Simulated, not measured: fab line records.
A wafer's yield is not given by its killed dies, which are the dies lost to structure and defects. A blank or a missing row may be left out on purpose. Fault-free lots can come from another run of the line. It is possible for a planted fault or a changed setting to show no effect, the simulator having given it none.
fab line records | flow gf180mcu | part 1 of 2: steps 1 to 31 of 41
[record] lots = 5 wafers = 15 last-day = 33
route steps=602 shown HV_LDD@188
lots with no fault: from the same line, run without faults
start-h: start of the lot's first displayed wafer, in hours after the record's first day | wait-h: hours from the lot's prior step to this one | " as in the row above | L1.1+2: a row that stands for several wafers | - either no value or no given start | * or withheld: withheld | < > ~ a bound
route shown NAME@n: NAME is a module with steps in the file, n the number in the route of the first one | usual: mean/standard deviation of fault-free wafers | same: alike in all rows | chamber/n: place in a boat | sites: each site's reading | _std_site: the standard deviation of these | _edge_site: inner sites' mean taken away from outer sites' mean | radius-mm: how far each site lies from the wafer's centre | mask NAME#n: copy n | behind: tool/chamber where the wafer was last shaped | hold: reason for holding the lot/hours on hold/outcome of the hold | device: whichever transistor did not switch (one of n, p or np) | end of line: the tests these same wafers got at the end of their route | a step given without rows: its recipe and nothing more | killed: dies lost to structure and defects at the first sort, not the wafer's yield | map: a wafer's dies, marking killed ones x, the rest . and places with no die _
set.NAME: the setting the step ran with; set.NAME@STEP: the setting that earlier step ran with | model.NAME: the simulator's own value behind a step, which no gauge read
certain route steps with their lots: each step a table, each wafer a row
services: a tool's chamber out of use, with start hour (start-h, from the record's first day; less than 0 if before it), hours out, and reason
[[steps]]
[step GF_HV_LDD_DEHYDRATE_12]
[recipe] temp-c = 200 time-s = 60
// columns lot.wafer tool chamber start-h wait-h
L081.1+4+5 litho-track-03 0 274.48 8.7
L086.4+5+6 litho-track-03 0 324.15 9.8
L088.1+5+6 litho-track-01 0 327.04 9.0
L089.2+3+4 litho-track-01 0 337.16 9.7
L093.2+3+5 litho-track-02 0 364.86 10.5
[step GF_HV_LDD_HMDS_13]
[recipe] prime-time-s = 60 prime-temp-c = 120
// columns lot.wafer tool chamber start-h wait-h
L081.1+4+5 litho-track-03 0 274.63 0.1
L086.4+5+6 litho-track-03 0 324.30 0.1
L088.1+5+6 litho-track-01 0 327.19 0.1
L089.2+3+4 litho-track-01 0 337.31 0.1
L093.2+3+5 litho-track-02 0 365.01 0.1
[step GF_HV_LDD_COAT_14]
[recipe] resist = NOVOLAK spin-rpm = 3000 resist-thk-nm = 1000
[usual] dispense-pressure-kPa = 52.2/2.3
// columns lot.wafer tool chamber start-h wait-h dispense-pressure-kPa
L081.1 litho-track-03 0 274.78 0.1 50.3
L081.4 " 0 " " 50.4
L081.5 " 0 " " 50.4
L086.4 litho-track-03 0 324.45 0.1 50.4
L086.5 " 0 " " 50.4
L086.6 " 0 " " 50.4
L088.1 litho-track-01 0 327.34 0.1 54.2
L088.5 " 0 " " 54.2
L088.6 " 0 " " 54.2
L089.2 litho-track-01 0 337.46 0.1 54.2
L089.3 " 0 " " 54.2
L089.4 " 0 " " 54.2
L093.2 litho-track-02 0 365.16 0.1 48.7
L093.3 " 0 " " 48.7
L093.5 " 0 " " 48.7
[step GF_HV_LDD_SOFTBAKE_15]
[recipe] temp-c = 90 time-s = 60 resist = NOVOLAK
// columns lot.wafer tool chamber start-h wait-h
L081.1+4+5 litho-track-03 0 274.93 0.1
L086.4+5+6 litho-track-03 0 324.60 0.1
L088.1+5+6 litho-track-01 0 327.49 0.1
L089.2+3+4 litho-track-01 0 337.61 0.1
L093.2+3+5 litho-track-02 0 365.31 0.1
[step GF_HV_LDD_EXPOSE_16]
[recipe] mask-id = Pplus_LV_AREA target-cd-nm = 400 na = 0.6 source-shape = conventional sigma-outer = 0.6 dose-mj = 140
[usual] reticle-temp-C = 23.01/0.11
// columns lot.wafer tool chamber start-h wait-h mask reticle-temp-C
L081.1 iline-stepper-01 0 - - Pplus_LV_AREA#0 22.82
L081.4 " 0 " " Pplus_LV_AREA#0 22.82
L081.5 " 0 " " Pplus_LV_AREA#0 22.87
L086.4 iline-stepper-01 0 - - Pplus_LV_AREA#0 23.19
L086.5 " 0 " " Pplus_LV_AREA#0 23.14
L086.6 " 0 " " Pplus_LV_AREA#0 23.07
L088.1 iline-stepper-01 0 - - Pplus_LV_AREA#0 23.09
L088.5 " 0 " " Pplus_LV_AREA#0 23.03
L088.6 " 0 " " Pplus_LV_AREA#0 23.18
L089.2 iline-stepper-01 0 - - Pplus_LV_AREA#0 22.96
L089.3 " 0 " " Pplus_LV_AREA#0 22.95
L089.4 " 0 " " Pplus_LV_AREA#0 22.80
L093.2 iline-stepper-01 0 - - Pplus_LV_AREA#0 23.13
L093.3 " 0 " " Pplus_LV_AREA#0 23.01
L093.5 " 0 " " Pplus_LV_AREA#0 23.05
[step GF_HV_LDD_PEB_17]
[recipe] temp-c = withheld time-s = * resist = NOVOLAK
// columns lot.wafer tool chamber start-h wait-h
L081.1+4+5 litho-track-02 0 - -
L086.4+5+6 litho-track-03 0 - -
L088.1+5+6 litho-track-02 0 - -
L089.2+3+4 litho-track-02 0 - -
L093.2+3+5 litho-track-03 0 - -
[step GF_HV_LDD_DEVELOP_18]
[recipe] develop-time-s = 60 dev-temp-c = 23
// columns lot.wafer tool chamber start-h wait-h
L081.1+4+5 litho-track-02 0 284.38 0.1
L086.4+5+6 litho-track-03 0 335.05 0.1
L088.1+5+6 litho-track-02 0 338.28 0.1
L089.2+3+4 litho-track-02 0 347.96 0.1
L093.2+3+5 litho-track-03 0 376.50 0.1
[step GF_HV_LDD_CD_MEAS_19]
[recipe] target-cd-nm = 400
[usual] cd-nm = 400.7/2.7
// columns lot.wafer tool chamber start-h wait-h cd-nm
L081.1 cd-sem-02 - 284.53 0.1 401.1
L081.4 " - " " 399.5
L081.5 " - " " 401.6
L086.4 cd-sem-02 - 335.19 0.1 400.6
L086.5 " - " " 399.9
L086.6 " - " " 401.9
L088.1 cd-sem-02 - 338.43 0.1 396.2
L088.5 " - " " 396.2
L088.6 " - " " 396.8
L089.2 cd-sem-01 - 348.10 0.1 404.3
L089.3 " - " " 401.4
L089.4 " - " " 402.9
L093.2 cd-sem-02 - 376.65 0.1 400.7
L093.3 " - " " 400.9
L093.5 " - " " 400.3
[step GF_HV_LDD_OVL_MEAS_20]
[usual] HV_LDD_01_OVL = 0.2/1.5
// columns lot.wafer tool chamber start-h wait-h HV_LDD_01_OVL[nm]
L081.1 overlay-01 - 284.65 0.1 -0.3
L081.4 " - " " 0.3
L081.5 " - " " 0.0
L086.4 overlay-01 - 335.27 0.1 -1.6
L086.5 " - " " -1.5
L086.6 " - " " 1.3
L088.1 overlay-01 - 338.55 0.1 1.2
L088.5 " - " " 0.1
L088.6 " - " " 0.2
L089.2 overlay-02 - 348.21 0.1 -0.1
L089.3 " - " " 0.1
L089.4 " - " " -1.0
L093.2 overlay-02 - 376.75 0.1 -1.1
L093.3 " - " " -2.3
L093.5 " - " " 0.9
[step GF_HV_LDD_IMPLANT_21]
[recipe] species = BF2 energy-kev = 25 dose-cm2 = 5e+13 tilt-deg = 7
[usual] beam-on-s = 10.00/0.23
// columns lot.wafer tool chamber start-h wait-h beam-on-s
L081.1 implanter-03 0 284.69 0.0 9.91
L081.4 " 0 " " 9.55
L081.5 " 0 " " 9.78
L086.4 implanter-04 0 335.36 0.1 9.80
L086.5 " 0 " " 10.16
L086.6 " 0 " " 9.73
L088.1 implanter-04 0 338.59 0.0 9.80
L088.5 " 0 " " 9.98
L088.6 " 0 " " 10.13
L089.2 implanter-03 0 348.26 0.0 10.18
L089.3 " 0 " " 9.91
L089.4 " 0 " " 9.72
L093.2 implanter-04 0 376.81 0.0 10.28
L093.3 " 0 " " 10.07
L093.5 " 0 " " 9.87
[step GF_HV_LDD_STRIP_22]
[recipe] chemistry = O2/N2 power-w = 1400 pressure-mtorr = 1500 platen-temp-c = 250 o2-flow-sccm = 3000 n2-flow-sccm = 300 overash-fraction = 0.5
[usual] drypump-motor-current-A = 5.89/0.2 heater-power-w = 360/34 oes-product-au = 0.716/0.0047 strip-time-to-endpoint-s = 12.62/0.039
// columns lot.wafer tool chamber start-h wait-h drypump-motor-current-A heater-power-w oes-product-au rf-hours-counter-h strip-time-to-endpoint-s
L081.1 plasma-asher-01 1 284.84 0.1 5.61 397 0.720 66 12.65
L081.4 " 0 " " 5.78 295 0.709 - 12.66
L081.5 " 0 " " 5.80 318 0.709 - 12.63
L086.4 plasma-asher-03 1 335.47 0.1 5.93 415 0.722 - 12.62
L086.5 " 1 " " 5.96 414 0.711 - 12.60
L086.6 " 0 " " 6.17 336 0.712 - 12.59
L088.1 plasma-asher-02 1 338.74 0.1 5.62 339 0.715 52 12.60
L088.5 " 1 " " 5.62 330 0.712 - 12.62
L088.6 " 0 " " 5.93 358 0.717 - 12.61
L089.2 plasma-asher-01 1 348.39 0.1 5.62 396 0.715 73 12.62
L089.3 " 0 " " 5.77 313 0.723 - 12.57
L089.4 " 1 " " 5.61 387 0.710 - 12.62
L093.2 plasma-asher-02 0 376.93 0.1 5.98 367 0.714 56 12.61
L093.3 " 0 " " 5.96 359 0.720 - 12.60
L093.5 " 1 " " 5.59 332 0.724 - 12.58
[step GF_HV_LDD_TW_MEAS_23]
[usual] HV_LDD_2_TW = 1061/19
// columns lot.wafer tool chamber start-h wait-h HV_LDD_2_TW
L081.1 film-metro-03 - 284.94 0.1 1041
L081.4 " - " " 1040
L081.5 " - " " 1035
L086.4 film-metro-04 - 335.56 0.1 1066
L086.5 " - " " 1064
L086.6 " - " " 1076
L088.1 film-metro-03 - 338.84 0.1 1039
L088.5 " - " " 1042
L088.6 " - " " 1032
L089.2 film-metro-03 - 348.50 0.1 1037
L089.3 " - " " 1041
L089.4 " - " " 1039
L093.2 film-metro-03 - 377.04 0.1 1047
L093.3 " - " " 1037
L093.5 " - " " 1035
[step GF_HV_LDD_DEHYDRATE_24]
[recipe] temp-c = 200 time-s = 60
// columns lot.wafer tool chamber start-h wait-h
L081.1+4+5 litho-track-02 0 294.43 9.5
L086.4+5+6 litho-track-03 0 346.10 10.5
L088.1+5+6 litho-track-01 0 348.59 9.7
L089.2+3+4 litho-track-01 0 358.51 10.0
L093.2+3+5 litho-track-01 0 387.81 10.8
[step GF_HV_LDD_HMDS_25]
[recipe] prime-time-s = 60 prime-temp-c = 120
// columns lot.wafer tool chamber start-h wait-h
L081.1+4+5 litho-track-02 0 294.58 0.1
L086.4+5+6 litho-track-03 0 346.25 0.1
L088.1+5+6 litho-track-01 0 348.74 0.1
L089.2+3+4 litho-track-01 0 358.66 0.1
L093.2+3+5 litho-track-01 0 387.96 0.1
[step GF_HV_LDD_COAT_26]
[recipe] resist = NOVOLAK spin-rpm = 3000 resist-thk-nm = 1000
[usual] dispense-pressure-kPa = 51.2/2.4
// columns lot.wafer tool chamber start-h wait-h dispense-pressure-kPa
L081.1 litho-track-02 0 294.73 0.1 48.7
L081.4 " 0 " " 48.7
L081.5 " 0 " " 48.7
L086.4 litho-track-03 0 346.40 0.1 50.4
L086.5 " 0 " " 50.4
L086.6 " 0 " " 50.3
L088.1 litho-track-01 0 348.89 0.1 54.1
L088.5 " 0 " " 54.2
L088.6 " 0 " " 54.2
L089.2 litho-track-01 0 358.81 0.1 54.1
L089.3 " 0 " " 54.2
L089.4 " 0 " " 54.1
L093.2 litho-track-01 0 388.11 0.1 54.1
L093.3 " 0 " " 54.1
L093.5 " 0 " " 54.2
[step GF_HV_LDD_SOFTBAKE_27]
[recipe] temp-c = 90 time-s = 60 resist = NOVOLAK
// columns lot.wafer tool chamber start-h wait-h
L081.1+4+5 litho-track-02 0 294.88 0.1
L086.4+5+6 litho-track-03 0 346.55 0.1
L088.1+5+6 litho-track-01 0 349.04 0.1
L089.2+3+4 litho-track-01 0 358.96 0.1
L093.2+3+5 litho-track-01 0 388.26 0.1
[step GF_HV_LDD_EXPOSE_28]
[recipe] mask-id = Nplus_HV_AREA target-cd-nm = 400 na = 0.6 source-shape = conventional sigma-outer = 0.6 dose-mj = 140
[usual] reticle-temp-C = 23.00/0.096
// columns lot.wafer tool chamber start-h wait-h mask reticle-temp-C
L081.1 iline-stepper-02 0 - - Nplus_HV_AREA#0 22.96
L081.4 " 0 " " Nplus_HV_AREA#0 23.11
L081.5 " 0 " " Nplus_HV_AREA#0 22.82
L086.4 iline-stepper-02 0 - - Nplus_HV_AREA#0 23.08
L086.5 " 0 " " Nplus_HV_AREA#0 23.04
L086.6 " 0 " " Nplus_HV_AREA#0 23.00
L088.1 iline-stepper-01 0 - - Nplus_HV_AREA#0 22.79
L088.5 " 0 " " Nplus_HV_AREA#0 22.87
L088.6 " 0 " " Nplus_HV_AREA#0 22.98
L089.2 iline-stepper-01 0 - - Nplus_HV_AREA#0 22.98
L089.3 " 0 " " Nplus_HV_AREA#0 23.00
L089.4 " 0 " " Nplus_HV_AREA#0 23.08
L093.2 iline-stepper-02 0 - - Nplus_HV_AREA#0 23.01
L093.3 " 0 " " Nplus_HV_AREA#0 23.01
L093.5 " 0 " " Nplus_HV_AREA#0 23.18
[step GF_HV_LDD_PEB_29]
[recipe] temp-c = withheld time-s = * resist = NOVOLAK
// columns lot.wafer tool chamber start-h wait-h
L081.1+4+5 litho-track-03 0 - -
L086.4+5+6 litho-track-01 0 - -
L088.1+5+6 litho-track-02 0 - -
L089.2+3+4 litho-track-01 0 - -
L093.2+3+5 litho-track-02 0 - -
[step GF_HV_LDD_DEVELOP_30]
[recipe] develop-time-s = 60 dev-temp-c = 23
// columns lot.wafer tool chamber start-h wait-h
L081.1+4+5 litho-track-03 0 304.63 0.1
L086.4+5+6 litho-track-01 0 357.46 0.1
L088.1+5+6 litho-track-02 0 359.58 0.1
L089.2+3+4 litho-track-01 0 370.06 0.1
L093.2+3+5 litho-track-02 0 399.01 0.1
[step GF_HV_LDD_CD_MEAS_31]
[recipe] target-cd-nm = 400
[usual] cd-nm = 400.3/2.1
// columns lot.wafer tool chamber start-h wait-h cd-nm
L081.1 cd-sem-02 - 304.78 0.1 400.2
L081.4 " - " " 398.4
L081.5 " - " " 400.6
L086.4 cd-sem-02 - 357.60 0.1 400.0
L086.5 " - " " 401.3
L086.6 " - " " 401.5
L088.1 cd-sem-01 - 359.73 0.1 399.1
L088.5 " - " " 396.5
L088.6 " - " " 400.0
L089.2 cd-sem-02 - 370.21 0.1 400.5
L089.3 " - " " 400.9
L089.4 " - " " 399.9
L093.2 cd-sem-02 - 399.15 0.1 400.7
L093.3 " - " " 399.3
L093.5 " - " " 400.3
[step GF_HV_LDD_OVL_MEAS_32]
[usual] HV_LDD_02_OVL = 0.1/1.4
// columns lot.wafer tool chamber start-h wait-h HV_LDD_02_OVL[nm]
L081.1 overlay-02 - 304.90 0.1 2.0
L081.4 " - " " 2.4
L081.5 " - " " 1.8
L086.4 overlay-01 - 357.68 0.1 0.7
L086.5 " - " " 0.0
L086.6 " - " " -0.5
L088.1 overlay-01 - 359.85 0.1 0.3
L088.5 " - " " 2.7
L088.6 " - " " 1.9
L089.2 overlay-02 - 370.31 0.1 1.0
L089.3 " - " " 2.2
L089.4 " - " " -0.8
L093.2 overlay-01 - 399.26 0.1 3.0
L093.3 " - " " 1.8
L093.5 " - " " 1.8
[step GF_HV_LDD_IMPLANT_33]
[recipe] species = P energy-kev = 60 dose-cm2 = 7.5e+12 tilt-deg = 30 rotation-deg = 0
[usual] beam-on-s = 10.02/0.2
// columns lot.wafer tool chamber start-h wait-h beam-on-s
L081.1 implanter-03 0 304.93 0.0 10.50
L081.4 " 0 " " 10.19
L081.5 " 0 " " 9.81
L086.4 implanter-04 0 357.77 0.1 9.97
L086.5 " 0 " " 9.83
L086.6 " 0 " " 9.94
L088.1 implanter-03 0 359.89 0.0 10.16
L088.5 " 0 " " 9.79
L088.6 " 0 " " 10.02
L089.2 implanter-04 0 370.37 0.0 10.14
L089.3 " 0 " " 10.04
L089.4 " 0 " " 9.96
L093.2 implanter-04 0 399.31 0.0 10.37
L093.3 " 0 " " 10.17
L093.5 " 0 " " 9.99
[step GF_HV_LDD_IMPLANT_34]
[recipe] species = P energy-kev = 60 dose-cm2 = 7.5e+12 tilt-deg = 30 rotation-deg = 90
[usual] beam-on-s = 9.99/0.19
// columns lot.wafer tool chamber start-h wait-h beam-on-s
L081.1 implanter-03 0 305.08 0.1 10.19
L081.4 " 0 " " 10.03
L081.5 " 0 " " 9.88
L088.1 implanter-03 0 360.04 0.1 10.02
L088.5 " 0 " " 9.96
L088.6 " 0 " " 10.03
L086.4 implanter-04 0 363.79 6.0 9.78
L086.5 " 0 " " 10.18
L086.6 " 0 " " 10.22
L089.2 implanter-04 0 370.52 0.1 9.97
L089.3 " 0 " " 10.12
L089.4 " 0 " " 9.92
L093.2 implanter-04 0 399.46 0.1 9.77
L093.3 " 0 " " 10.27
L093.5 " 0 " " 10.17
[step GF_HV_LDD_IMPLANT_35]
[recipe] species = P energy-kev = 60 dose-cm2 = 7.5e+12 tilt-deg = 30 rotation-deg = 180
[usual] beam-on-s = 10.01/0.2
// columns lot.wafer tool chamber start-h wait-h beam-on-s
L081.1 implanter-03 0 305.23 0.1 10.54
L081.4 " 0 " " 9.87
L081.5 " 0 " " 9.98
L088.1 implanter-03 0 360.19 0.1 9.58
L088.5 " 0 " " 10.08
L088.6 " 0 " " 9.85
L086.4 implanter-04 0 363.94 0.1 9.52
L086.5 " 0 " " 9.89
L086.6 " 0 " " 9.98
L089.2 implanter-04 0 370.67 0.1 9.84
L089.3 " 0 " " 9.78
L089.4 " 0 " " 10.16
L093.2 implanter-04 0 399.61 0.1 10.06
L093.3 " 0 " " 10.03
L093.5 " 0 " " 9.61
[step GF_HV_LDD_IMPLANT_36]
[recipe] species = P energy-kev = 60 dose-cm2 = 7.5e+12 tilt-deg = 30 rotation-deg = 270
[usual] beam-on-s = 10.00/0.2
// columns lot.wafer tool chamber start-h wait-h beam-on-s
L081.1 implanter-03 0 305.38 0.1 10.19
L081.4 " 0 " " 10.34
L081.5 " 0 " " 10.13
L088.1 implanter-03 0 360.34 0.1 9.90
L088.5 " 0 " " 9.72
L088.6 " 0 " " 10.11
L086.4 implanter-04 0 364.09 0.1 10.09
L086.5 " 0 " " 9.82
L086.6 " 0 " " 10.17
L089.2 implanter-04 0 370.82 0.1 10.24
L089.3 " 0 " " 10.44
L089.4 " 0 " " 9.98
L093.2 implanter-04 0 399.76 0.1 10.02
L093.3 " 0 " " 9.98
L093.5 " 0 " " 10.10
[step GF_HV_LDD_STRIP_37]
[recipe] chemistry = O2/N2 power-w = 1400 pressure-mtorr = 1500 platen-temp-c = 250 o2-flow-sccm = 3000 n2-flow-sccm = 300 overash-fraction = 0.5
[usual] drypump-motor-current-A = 5.86/0.2 heater-power-w = 358/34 oes-product-au = 0.716/0.005 strip-time-to-endpoint-s = 12.62/0.036
// columns lot.wafer tool chamber start-h wait-h drypump-motor-current-A heater-power-w oes-product-au rf-hours-counter-h strip-time-to-endpoint-s
L081.1 plasma-asher-02 0 305.53 0.1 5.89 362 0.714 49 12.63
L081.4 " 1 " " 5.59 336 0.721 - 12.64
L081.5 " 1 " " 5.62 327 0.712 - 12.64
L088.1 plasma-asher-03 0 360.49 0.1 6.18 342 0.712 25 12.65
L088.5 " 1 " " 5.91 413 0.715 - 12.63
L088.6 " 0 " " 6.15 337 0.720 - 12.67
L086.4 plasma-asher-02 0 364.20 0.1 5.98 375 0.716 - 12.62
L086.5 " 1 " " 5.61 336 0.712 - 12.61
L086.6 " 0 " " 5.98 362 0.722 - 12.65
L089.2 plasma-asher-03 1 370.94 0.1 5.96 408 0.720 26 12.64
L089.3 " 1 " " 5.93 410 0.713 - 12.65
L089.4 " 0 " " 6.14 349 0.716 - 12.68
L093.2 plasma-asher-01 0 399.89 0.1 5.77 312 0.718 78 12.64
L093.3 " 0 " " 5.77 311 0.723 - 12.64
L093.5 " 0 " " 5.76 320 0.719 - 12.62
[step GF_HV_LDD_TW_MEAS_38]
[usual] HV_LDD_3_TW = 1442/29
// columns lot.wafer tool chamber start-h wait-h HV_LDD_3_TW
L081.1 film-metro-02 - 305.63 0.1 1469
L081.4 " - " " 1468
L081.5 " - " " 1482
L088.1 film-metro-03 - 360.59 0.1 1406
L088.5 " - " " 1418
L088.6 " - " " 1420
L086.4 film-metro-04 - 364.29 0.1 1463
L086.5 " - " " 1463
L086.6 " - " " 1462
L089.2 film-metro-03 - 371.05 0.1 1410
L089.3 " - " " 1413
L089.4 " - " " 1413
L093.2 film-metro-03 - 400.00 0.1 1405
L093.3 " - " " 1414
L093.5 " - " " 1413
[step GF_HV_LDD_DEHYDRATE_39]
[recipe] temp-c = 200 time-s = 60
// columns lot.wafer tool chamber start-h wait-h
L081.1+4+5 litho-track-02 0 315.28 9.6
L088.1+5+6 litho-track-02 0 371.08 10.5
L086.4+5+6 litho-track-02 0 374.36 10.1
L089.2+3+4 litho-track-02 0 381.56 10.5
L093.2+3+5 litho-track-01 0 411.31 11.3
[step GF_HV_LDD_HMDS_40]
[recipe] prime-time-s = 60 prime-temp-c = 120
// columns lot.wafer tool chamber start-h wait-h
L081.1+4+5 litho-track-02 0 315.43 0.1
L088.1+5+6 litho-track-02 0 371.23 0.1
L086.4+5+6 litho-track-02 0 374.51 0.1
L089.2+3+4 litho-track-02 0 381.71 0.1
L093.2+3+5 litho-track-01 0 411.46 0.1
[step GF_HV_LDD_COAT_41]
[recipe] resist = NOVOLAK spin-rpm = 3000 resist-thk-nm = 1000
[usual] dispense-pressure-kPa = 50.9/2.4
// columns lot.wafer tool chamber start-h wait-h dispense-pressure-kPa
L081.1 litho-track-02 0 315.58 0.1 48.7
L081.4 " 0 " " 48.7
L081.5 " 0 " " 48.7
L088.1 litho-track-02 0 371.38 0.1 48.7
L088.5 " 0 " " 48.7
L088.6 " 0 " " 48.7
L086.4 litho-track-02 0 374.66 0.1 48.7
L086.5 " 0 " " 48.7
L086.6 " 0 " " 48.7
L089.2 litho-track-02 0 381.86 0.1 48.7
L089.3 " 0 " " 48.7
L089.4 " 0 " " 48.7
L093.2 litho-track-01 0 411.61 0.1 54.2
L093.3 " 0 " " 54.2
L093.5 " 0 " " 54.2
[step GF_HV_LDD_SOFTBAKE_42]
[recipe] temp-c = 90 time-s = 60 resist = NOVOLAK
// columns lot.wafer tool chamber start-h wait-h
L081.1+4+5 litho-track-02 0 315.73 0.1
L088.1+5+6 litho-track-02 0 371.53 0.1
L086.4+5+6 litho-track-02 0 374.81 0.1
L089.2+3+4 litho-track-02 0 382.01 0.1
L093.2+3+5 litho-track-01 0 411.76 0.1
